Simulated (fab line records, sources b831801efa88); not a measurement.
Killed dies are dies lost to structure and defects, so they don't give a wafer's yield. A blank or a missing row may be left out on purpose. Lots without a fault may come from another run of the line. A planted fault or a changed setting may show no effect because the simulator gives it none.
A struck lot beside a sound one | flow sky130 | 34 steps out of a route of 708
Sound: wafers L211.3, L211.4, L211.5. Struck: wafers L216.1, L216.5, L216.6. The cause comes at the end.
At each step with rows: each side's tool, then ch and its chambers, then its first start. Under that, the readings that differ: sound wafers | struck wafers | difference of the means | sigmas: that difference in standard deviations of wafers without a fault.
alike: readings whose means differ by less than 2 such deviations, and words and numbers that are the same on both sides. not compared: withheld readings, readings that some wafer has no value for, bounds like >300 that may hide the same value, and numbers for which the record gives no deviation and whose values overlap.
The two part at a step that has a row with sigmas, a row that says differs or no value, or rows on one side only. Numbers that don't overlap but have no deviation are shown without sigmas and don't part them. A reading that every wafer of one side lacks parts them only if that side has two wafers or more.

first, 10 steps without rows for these wafers: SKY_METAL4_PEB_11; SKY_METAL4_DEVELOP_12 (develop time 60 s); SKY_METAL4_DESCUM_15 (chemistry O2, time 8 s); SKY_METAL4_ETCH_16 (etches BARC in N2/H2, stops on SiO2, time 88.2 s, target depth 60 nm); SKY_METAL4_ETCH_17 (etches SiO2 in C4F8/O2/Ar, stops on TiN, time 3.9 s, target depth 15 nm); SKY_METAL4_METAL_ETCH_18 (etches the open film in Cl2/BCl3, stops on SiO2, target depth 845 nm, time 183.1 s); SKY_METAL4_STRIP_19 (strips in O2/N2); SKY_METAL4_STRIP_20 (strips in post etch residue remover, time 1200 s); SKY_METAL4_CLEAN_21 (cleans in IPA, time 180 s); SKY_METAL4_CLEAN_22 (cleans in O3/DIW).
SKY_VIA4_HDPCVD_00: deposits SiO2, target thk 1750 nm, time 291.7 s.
  sound on hdpcvd-02 ch 0,1,2, day 42 19:34; struck on hdpcvd-02 ch 0,1,2, day 44 04:19
  alike: susceptor_temp_C
then, 22 steps without rows for these wafers: SKY_VIA4_CMP_02 (polishes SiO2); SKY_VIA4_DEHYDRATE_04 (time 60 s); SKY_VIA4_HMDS_05 (prime time 60 s); SKY_VIA4_COAT_06 (resist thk 1140 nm); SKY_VIA4_SOFTBAKE_07 (time 60 s); SKY_VIA4_EXPOSE_08 (exposes mask VIM4, target cd 800 nm); SKY_VIA4_PEB_09; SKY_VIA4_DEVELOP_10 (develop time 60 s); SKY_VIA4_ETCH_12 (etches SiO2 in C4F8/O2/Ar, stops on TiN, target depth 580 nm); SKY_VIA4_STRIP_13 (strips in O2/N2); SKY_VIA4_STRIP_14 (strips in post etch residue remover, time 1200 s); SKY_VIA4_CLEAN_15 (cleans in IPA, time 180 s); SKY_VIA4_CLEAN_16 (cleans in O3/DIW); SKY_VIA4_SPUTTER_17 (material TiN, target thk 20 nm, time 80 s); SKY_VIA4_CVD_18 (deposits W, target thk 505 nm, time 152.14 s); SKY_VIA4_CMP_21 (polishes, stops on SiO2, t overpolish 25 s, target thk 0 nm); SKY_METAL5_SPUTTER_00 (material Ti, target thk 15 nm, time 10 s); SKY_METAL5_SPUTTER_01 (material TiN, target thk 20 nm, time 16.7 s); SKY_METAL5_SPUTTER_02 (material AlCu, target thk 1150 nm, time 61.2 s); SKY_METAL5_SPUTTER_03 (material Ti, target thk 5 nm, time 3.3 s); SKY_METAL5_SPUTTER_04 (material TiN, target thk 70 nm, time 58.3 s); SKY_METAL5_DEHYDRATE_07 (time 60 s).
-- the record jumps here: 4 days lie between the struck wafers' starts before and after (it left off in module METAL5 and takes up again in module PAD_OPEN, whose first step shown is number 708 of the route) --
SKY_PAD_OPEN_PROBE_99:
  the record has rows for the struck wafers here (prober-01, day 47 20:05) and none for the sound ones

WHERE THEY PART
Only at SKY_PAD_OPEN_PROBE_99, within this record.

WHY: what the simulator had put in
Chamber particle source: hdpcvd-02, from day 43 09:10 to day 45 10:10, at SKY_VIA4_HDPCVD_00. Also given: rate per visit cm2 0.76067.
